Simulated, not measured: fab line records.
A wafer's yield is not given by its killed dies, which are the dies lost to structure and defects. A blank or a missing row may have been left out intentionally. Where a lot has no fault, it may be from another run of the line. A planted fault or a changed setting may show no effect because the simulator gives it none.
fab line records ; flow sky130
record: lots: 11; wafers: 33; last-day: 50
route steps=708 shown SONOS_ONO@182 GATE_OXIDE@189 RES_PROTECT@208 POLY_GATE@230
lots untouched by any fault: they come from a run of this same line in which no faults occurred
start-h: hours from the record's first day to the start of the lot's first wafer shown ; wait-h: time in hours since the lot's previous step ; " unchanged from the row above ; L1.1+2: a row that stands for several wafers ; - value missing, or start not given ; * or withheld: withheld ; < > ~ a bound
route shown NAME@n: NAME is a module with steps in the file, n the number in the route of the first one ; usual: mean and standard deviation over wafers with no fault ; same: alike in all rows ; chamber/n: place in a boat ; sites: per-site readings ; _std_site: the values' standard deviation ; _edge_site: mean of outer sites minus mean of inner sites ; radius-mm: for every site, how far away it sits from the centre of the wafer ; mask NAME#n: copy n ; behind: the last tool/chamber to shape the wafer ; hold: the reason the lot was held/the length of the hold in hours/how it ended ; device: names the non-switching transistor (n, p or np) ; end of line: at the end of the route, the tests of the same wafers ; a step given without rows: its recipe and nothing more ; killed: the dies lost at the first sort to structure and to defects; this is not the yield of the wafer ; map: a wafer's dies, x killed, . not, _ none there
set.NAME: the setting that was run; set.NAME@STEP: the one run at that earlier step ; model.NAME: the simulator's own value behind a step, which no gauge read
route steps across a sampled set of lots; one table per step, one row per wafer
services: from which hour (start-h, from the record's first day; less than 0 if before it) a tool's chamber was out of use, for how many hours, and why
== steps ==
step: SKY_SONOS_ONO_OVL_MEAS_14
usual: SONOS_ONO_OVL: 0.6/1.5
lot.wafer;tool;chamber;start-h;wait-h;SONOS_ONO_OVL[nm]
L154.2;overlay-02;-;287.34;0.1;0.5
L154.3;overlay-02;-;287.34;0.1;1.5
L154.4;overlay-02;-;287.34;0.1;1.6
L155.2;overlay-02;-;292.31;0.1;-0.3
L155.4;overlay-02;-;292.31;0.1;0.1
L155.5;overlay-02;-;292.31;0.1;-1.4
L158.2;overlay-02;-;325.01;0.1;0.2
L158.3;overlay-02;-;325.01;0.1;1.2
L158.6;overlay-02;-;325.01;0.1;1.5
L159.1;overlay-02;-;330.93;0.1;-0.3
L159.4;overlay-02;-;330.93;0.1;0.1
L159.5;overlay-02;-;330.93;0.1;-0.2
L160.2;overlay-02;-;339.03;0.1;1.0
L160.4;overlay-02;-;339.03;0.1;-0.3
L160.6;overlay-02;-;339.03;0.1;0.4
L164.1;overlay-02;-;364.25;0.1;0.9
L164.3;overlay-02;-;364.25;0.1;2.4
L164.6;overlay-02;-;364.25;0.1;2.2
L165.3;overlay-02;-;383.22;0.1;0.1
L165.5;overlay-02;-;383.22;0.1;0.1
L165.6;overlay-02;-;383.22;0.1;-1.1
L167.3;overlay-02;-;389.64;0.1;4.0
L167.5;overlay-02;-;389.64;0.1;3.7
L167.6;overlay-02;-;389.64;0.1;2.7
L172.1;overlay-01;-;432.70;0.1;0.5
L172.4;overlay-01;-;432.70;0.1;0.4
L172.6;overlay-01;-;432.70;0.1;0.9
L175.2;overlay-02;-;459.54;0.1;1.9
L175.4;overlay-02;-;459.54;0.1;2.4
L175.5;overlay-02;-;459.54;0.1;2.0
L176.3;overlay-02;-;465.65;0.1;0.4
L176.4;overlay-02;-;465.65;0.1;0.2
L176.5;overlay-02;-;465.65;0.1;0.0
step: SKY_GATE_OXIDE_THK_MEAS_02
recipe: reads: SiO2_of_GATE_OXIDE_OXIDATION_01
usual: GATE_OXIDE_OXIDATION_00_THK: 10.27/0.18
lot.wafer;tool;chamber;start-h;wait-h;GATE_OXIDE_OXIDATION_00_THK[nm]
L154.2;film-metro-02;-;292.79;0.0;10.44
L154.3;film-metro-02;-;292.79;0.0;10.53
L154.4;film-metro-02;-;292.79;0.0;10.56
L155.2;film-metro-04;-;298.17;0.0;10.38
L155.4;film-metro-04;-;298.17;0.0;10.46
L155.5;film-metro-04;-;298.17;0.0;10.35
L158.2;film-metro-04;-;328.05;0.0;10.38
L158.3;film-metro-04;-;328.05;0.0;10.42
L158.6;film-metro-04;-;328.05;0.0;10.29
L159.1;film-metro-02;-;333.29;0.0;10.14
L159.4;film-metro-02;-;333.29;0.0;10.07
L159.5;film-metro-02;-;333.29;0.0;10.05
L160.2;film-metro-02;-;341.86;0.0;10.10
L160.4;film-metro-02;-;341.86;0.0;9.96
L160.6;film-metro-02;-;341.86;0.0;10.03
L164.1;film-metro-02;-;366.79;0.0;10.40
L164.3;film-metro-02;-;366.79;0.0;10.35
L164.6;film-metro-02;-;366.79;0.0;10.46
L165.3;film-metro-02;-;386.28;0.0;10.34
L165.5;film-metro-02;-;386.28;0.0;10.57
L165.6;film-metro-02;-;386.28;0.0;10.23
L167.3;film-metro-02;-;393.03;0.0;10.02
L167.5;film-metro-02;-;393.03;0.0;9.84
L167.6;film-metro-02;-;393.03;0.0;9.88
L172.1;film-metro-04;-;436.75;0.0;10.24
L172.4;film-metro-04;-;436.75;0.0;10.24
L172.6;film-metro-04;-;436.75;0.0;10.25
L175.2;film-metro-03;-;461.31;0.0;10.50
L175.4;film-metro-03;-;461.31;0.0;10.55
L175.5;film-metro-03;-;461.31;0.0;10.73
L176.3;film-metro-03;-;467.41;0.0;10.45
L176.4;film-metro-03;-;467.41;0.0;10.44
L176.5;film-metro-03;-;467.41;0.0;10.56
step: SKY_RES_PROTECT_COAT_02
recipe: resist: NOVOLAK; spin-rpm: 3000; resist-thk-nm: 1140
usual: chill-plate-temp-C: 23.00/0.095; spin-speed-rpm: 2999.9/1.8
lot.wafer;tool;chamber;start-h;wait-h;chill-plate-temp-C;spin-speed-rpm
L154.2;litho-track-04;0;333.76;0.1;23.02;2998.1
L154.3;litho-track-04;0;333.76;0.1;23.04;2999.9
L154.4;litho-track-04;0;333.76;0.1;23.00;2999.5
L155.2;litho-track-01;0;339.83;0.1;23.12;2997.1
L155.4;litho-track-01;0;339.83;0.1;23.17;3002.3
L155.5;litho-track-01;0;339.83;0.1;23.07;2999.7
L158.2;litho-track-04;0;374.86;0.1;23.02;2997.3
L158.3;litho-track-04;0;374.86;0.1;23.06;2997.8
L158.6;litho-track-04;0;374.86;0.1;22.97;2997.5
L159.1;litho-track-04;0;378.78;0.1;23.09;3002.5
L159.4;litho-track-04;0;378.78;0.1;23.07;2999.1
L159.5;litho-track-04;0;378.78;0.1;22.97;3001.6
L160.2;litho-track-03;0;387.41;0.1;22.81;3001.6
L160.4;litho-track-03;0;387.41;0.1;22.91;2997.8
L160.6;litho-track-03;0;387.41;0.1;22.79;2997.7
L164.1;litho-track-03;0;414.63;0.1;22.96;2999.3
L164.3;litho-track-03;0;414.63;0.1;22.98;2996.9
L164.6;litho-track-03;0;414.63;0.1;22.99;2999.9
L165.3;litho-track-03;0;433.28;0.1;22.85;3000.9
L165.5;litho-track-03;0;433.28;0.1;23.00;3001.4
L165.6;litho-track-03;0;433.28;0.1;23.09;3001.4
L167.3;litho-track-04;0;444.03;0.1;22.98;2998.7
L167.5;litho-track-04;0;444.03;0.1;22.94;3001.3
L167.6;litho-track-04;0;444.03;0.1;23.05;3002.5
L172.1;litho-track-03;0;486.18;0.1;23.05;2881.3
L172.4;litho-track-03;0;486.18;0.1;22.92;2880.7
L172.6;litho-track-03;0;486.18;0.1;22.97;2881.2
L175.2;litho-track-03;0;509.35;0.1;23.13;2884.9
L175.4;litho-track-03;0;509.35;0.1;23.03;2883.5
L175.5;litho-track-03;0;509.35;0.1;23.04;2882.8
L176.3;litho-track-01;0;515.81;0.1;22.92;2999.6
L176.4;litho-track-01;0;515.81;0.1;22.90;2998.2
L176.5;litho-track-01;0;515.81;0.1;22.91;2999.4
step: SKY_RES_PROTECT_STRIP_07
recipe: chemistry: O2/N2; power-w: 1400; pressure-mtorr: 1500; platen-temp-c: withheld; o2-flow-sccm: 3000; n2-flow-sccm: 300; overash-fraction: 0.5
usual: drypump-motor-current-A: 5.36/0.18; oes-product-au: 0.517/0.0046; strip-time-to-endpoint-s: 23.28/0.046
lot.wafer;tool;chamber;start-h;wait-h;drypump-motor-current-A;oes-product-au;rf-hours-counter-h;strip-time-to-endpoint-s
L154.2;plasma-asher-04;1;348.03;0.1;5.17;0.522;46;23.36
L154.3;plasma-asher-04;1;348.03;0.1;5.17;0.516;-;23.36
L154.4;plasma-asher-04;0;348.03;0.1;5.25;0.518;-;23.34
L155.2;plasma-asher-02;0;353.58;0.1;5.71;0.515;62;23.28
L155.4;plasma-asher-02;1;353.58;0.1;5.38;0.521;-;23.22
L155.5;plasma-asher-02;0;353.58;0.1;5.68;0.515;-;23.21
L158.2;plasma-asher-01;1;389.36;0.1;5.34;0.522;73;23.18
L158.3;plasma-asher-01;0;389.36;0.1;5.23;0.520;-;23.22
L158.6;plasma-asher-01;1;389.36;0.1;5.31;0.512;-;23.18
L159.1;plasma-asher-01;1;393.18;0.1;5.32;0.518;73;23.29
L159.4;plasma-asher-01;0;393.18;0.1;5.22;0.514;-;23.31
L159.5;plasma-asher-01;1;393.18;0.1;5.34;0.519;-;23.34
L160.2;plasma-asher-02;1;401.23;0.1;5.40;0.515;67;23.30
L160.4;plasma-asher-02;1;401.23;0.1;5.41;0.516;-;23.26
L160.6;plasma-asher-02;1;401.23;0.1;5.39;0.508;-;23.30
L164.1;plasma-asher-02;1;430.16;0.1;5.39;0.518;70;23.28
L164.3;plasma-asher-02;1;430.16;0.1;5.42;0.513;-;23.28
L164.6;plasma-asher-02;0;430.16;0.1;5.71;0.518;-;23.30
L165.3;plasma-asher-02;0;448.94;0.1;5.71;0.510;-;23.31
L165.5;plasma-asher-02;1;448.94;0.1;5.39;0.515;-;23.30
L165.6;plasma-asher-02;0;448.94;0.1;5.72;0.512;-;23.27
L167.3;plasma-asher-02;1;459.59;0.1;5.40;0.517;-;23.31
L167.5;plasma-asher-02;1;459.59;0.1;5.38;0.515;-;23.35
L167.6;plasma-asher-02;0;459.59;0.1;5.72;0.525;-;23.32
L172.1;plasma-asher-04;0;501.23;0.1;5.24;0.524;61;23.44
L172.4;plasma-asher-04;0;501.23;0.1;5.25;0.523;-;23.49
L172.6;plasma-asher-04;1;501.23;0.1;5.16;0.527;-;23.43
L175.2;plasma-asher-02;0;525.03;0.1;5.70;0.510;80;23.56
L175.4;plasma-asher-02;0;525.03;0.1;5.69;0.520;-;23.50
L175.5;plasma-asher-02;0;525.03;0.1;5.71;0.510;-;23.53
L176.3;plasma-asher-02;1;531.31;0.1;5.38;0.517;-;23.20
L176.4;plasma-asher-02;0;531.31;0.1;5.71;0.513;-;23.28
L176.5;plasma-asher-02;1;531.31;0.1;5.40;0.526;-;23.22
step: SKY_POLY_GATE_ETCH_16
recipe: stop-on: poly-Si; chemistry: CH3F/O2; target: Si3N4; source-w: 400; bias-w: 80; pressure-mtorr: 25; ch3f-flow-sccm: 40; O2_flow_sccm: 30; time-s: 147.5; target-depth-a: 750
usual: ch3f-flow-sccm: 39.98/0.13; drypump-motor-current-A: 5.95/0.27; oes-product-au: 0.640/0.0053; rf-fwd-power-W: 398.4/1.3; throttle-valve-pct: 10.534/0.0091
lot.wafer;tool;chamber;start-h;wait-h;ch3f-flow-sccm;drypump-motor-current-A;oes-product-au;rf-fwd-power-W;rf-hours-counter-h;throttle-valve-pct
L154.2;rie-diel-03;1;383.20;0.0;39.97;6.25;0.640;398.6;7;10.547
L154.3;rie-diel-03;3;383.20;0.0;40.04;5.91;0.637;398.2;3;10.518
L154.4;rie-diel-03;1;383.20;0.0;39.81;6.26;0.645;396.6;-;10.542
L155.2;rie-diel-03;1;385.65;0.0;40.13;6.23;0.643;397.9;7;10.543
L155.4;rie-diel-03;1;385.65;0.0;39.92;6.28;0.651;398.1;-;10.533
L155.5;rie-diel-03;3;385.65;0.0;39.90;5.91;0.636;399.1;-;10.520
L158.2;rie-diel-03;1;422.17;0.0;39.68;6.24;0.641;400.8;8;10.539
L158.3;rie-diel-03;2;422.17;0.0;40.09;5.93;0.643;397.8;12;10.526
L158.6;rie-diel-03;2;422.17;0.0;39.99;5.92;0.635;399.7;-;10.535
L159.1;rie-diel-01;0;426.60;0.0;40.15;5.98;0.635;396.9;69;10.524
L159.4;rie-diel-01;3;426.60;0.0;39.94;5.83;0.632;399.9;31;10.543
L159.5;rie-diel-01;0;426.60;0.0;39.86;6.00;0.638;397.8;-;10.519
L160.2;rie-diel-03;0;434.12;0.0;40.04;5.66;0.632;399.3;9;10.537
L160.4;rie-diel-03;2;434.12;0.0;39.98;5.85;0.638;399.3;12;10.521
L160.6;rie-diel-03;0;434.12;0.0;39.90;5.68;0.636;398.5;-;10.526
L164.1;rie-diel-03;1;463.47;0.0;40.07;6.22;0.642;398.6;9;10.530
L164.3;rie-diel-03;2;463.47;0.0;39.88;5.94;0.641;399.3;12;10.529
L164.6;rie-diel-03;2;463.47;0.0;40.05;5.89;0.636;400.3;-;10.556
L165.3;rie-diel-02;1;481.77;0.0;40.07;6.34;0.639;401.0;38;10.521
L165.5;rie-diel-02;2;481.77;0.0;39.88;6.46;0.640;396.7;-;10.532
L165.6;rie-diel-02;3;481.77;0.0;39.91;5.92;0.638;398.7;-;10.523
L167.3;rie-diel-03;1;492.35;0.0;40.07;6.25;0.642;396.0;10;10.537
L167.5;rie-diel-03;0;492.35;0.0;39.91;5.65;0.647;395.9;-;10.527
L167.6;rie-diel-03;2;492.35;0.0;39.83;5.92;0.638;398.8;-;10.527
L172.1;rie-diel-03;3;532.97;0.0;39.79;5.92;0.634;398.0;7;10.537
L172.4;rie-diel-03;1;532.97;0.0;39.94;6.24;0.634;399.3;11;10.520
L172.6;rie-diel-03;2;532.97;0.0;39.99;5.89;0.644;397.8;-;10.535
L175.2;rie-diel-02;1;556.62;0.0;40.05;6.34;0.637;398.1;40;10.530
L175.4;rie-diel-02;3;556.62;0.0;39.75;5.93;0.635;397.9;3;10.540
L175.5;rie-diel-02;1;556.62;0.0;40.02;6.34;0.646;399.0;-;10.533
L176.3;rie-diel-02;3;562.72;0.0;40.00;5.92;0.631;398.9;3;10.522
L176.4;rie-diel-02;1;562.72;0.0;40.22;6.35;0.640;397.2;40;10.524
L176.5;rie-diel-02;0;562.72;0.0;39.94;5.25;0.636;399.2;-;10.530
== services ==
tool;chamber;start-h;hours;kind
plasma-asher-02;-;326.09;23.3;repair
rie-diel-03;0;333.16;8.4;repair
rie-diel-01;2;351.24;8.3;repair
rie-diel-02;3;351.54;6.0;repair
rie-diel-02;2;376.33;13.0;repair
rie-diel-03;0;377.96;27.8;repair
rie-diel-01;0;378.23;2.7;repair
rie-diel-01;1;380.39;7.9;repair
plasma-asher-04;-;381.06;14.6;pm
rie-diel-01;3;383.32;1.5;repair
plasma-asher-01;-;396.84;1.6;repair
plasma-asher-04;-;401.93;1.6;repair
rie-diel-02;3;402.88;-;clean
rie-diel-02;3;402.88;19.7;scheduled-down
rie-diel-02;-;419.14;0.1;repair
plasma-asher-01;-;421.25;9.0;pm
plasma-asher-01;-;422.78;0.4;repair
rie-diel-03;2;441.82;3.5;repair
plasma-asher-01;-;453.05;14.6;pm
rie-diel-02;2;455.11;24.4;repair
plasma-asher-01;-;487.41;1.4;repair
rie-diel-03;3;491.41;10.4;repair
plasma-asher-01;-;549.55;1.8;repair
rie-diel-03;-;555.09;0.5;repair
== key ==
first-sign: step: SKY_RES_PROTECT_COAT_02; reading: spin-speed-rpm; direction: down; sigmas: 65; usual: 2999.9; struck: 2882.4
effect: step: SKY_RES_PROTECT_STRIP_07; reading: strip-time-to-endpoint-s; direction: up; sigmas: 4.7; usual: *; struck: *
met-at SKY_RES_PROTECT_COAT_02
struck-lots L172,L175
tester-left-out L172,L175
not-acting-at SKY_SONOS_ONO_OVL_MEAS_14,SKY_GATE_OXIDE_THK_MEAS_02,SKY_POLY_GATE_ETCH_16
onset-between 433.28 486.18
fault: kind: process-parameter-drift; tool: litho-track-03; chamber: -; onset-h: 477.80; steps: SKY_RES_PROTECT_COAT_02; channel: spin-rpm; offset: -116.83; shape: step; end-h: 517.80; acts-in: these-recipes-only; stated: 3000
tester-left-out: of these lots the tester's yield and bins aren't shown, on N5 and GAA mostly nor the transistor test; their killed dies are dies lost to structure and defects alone, not to doping, threshold or leakage, so they don't give the yield
